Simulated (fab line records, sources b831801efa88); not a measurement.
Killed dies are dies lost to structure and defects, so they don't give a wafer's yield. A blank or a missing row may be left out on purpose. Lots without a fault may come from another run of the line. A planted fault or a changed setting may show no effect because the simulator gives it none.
Which tool did it? | flow sky130 | 6 lots, 18 wafers sampled, at 1 step of a route of 708

WHAT THE GAUGES READ, wafer by wafer
SKY_VT_ADJUST_HVTP_OVL_MEAS_08.
lot  | measured     | on         | VT_ADJUST_HVTP_OVL (nm)
L463 | day 6 16:14  | overlay-01 | 0.4 0.3 -0.2
L465 | day 6 19:28  | overlay-02 | -2.5 -2.2 -1.9
L468 | day 7 07:40  | overlay-01 | 2.1 2.4 1.1
L470 | day 7 21:58  | overlay-02 | -2.8 -1.6 -2.0
L474 | day 8 22:56  | overlay-01 | 3.0 2.1 1.5
L485 | day 12 05:17 | overlay-01 | -0.5 0.2 -0.2

WHICH TOOL RAN EACH LOT (tool, then ch and the chambers of the sampled wafers, then the start)
The record holds no process step before these readings.

THE ANSWER, worked out from the rows above alone
Rule: what is usual is taken from the lots themselves. Put in order of their means at a reading, lots are off if they are a third of the lots or fewer, leave a main group of 4 or more, and stand apart from it by a gap of 3 or more times the standard deviation of the main group's means; of several such gaps the widest counts. A main group whose means are all the same, to the digits that the tables above print for the reading, isn't used. A lot without any number at a reading at which 4 lots or more have one is off too. The other lots that the step has rows for count as sound.
No lot is off at any reading shown: from this, nothing can be told.

WHAT THE SIMULATOR HAD PUT IN
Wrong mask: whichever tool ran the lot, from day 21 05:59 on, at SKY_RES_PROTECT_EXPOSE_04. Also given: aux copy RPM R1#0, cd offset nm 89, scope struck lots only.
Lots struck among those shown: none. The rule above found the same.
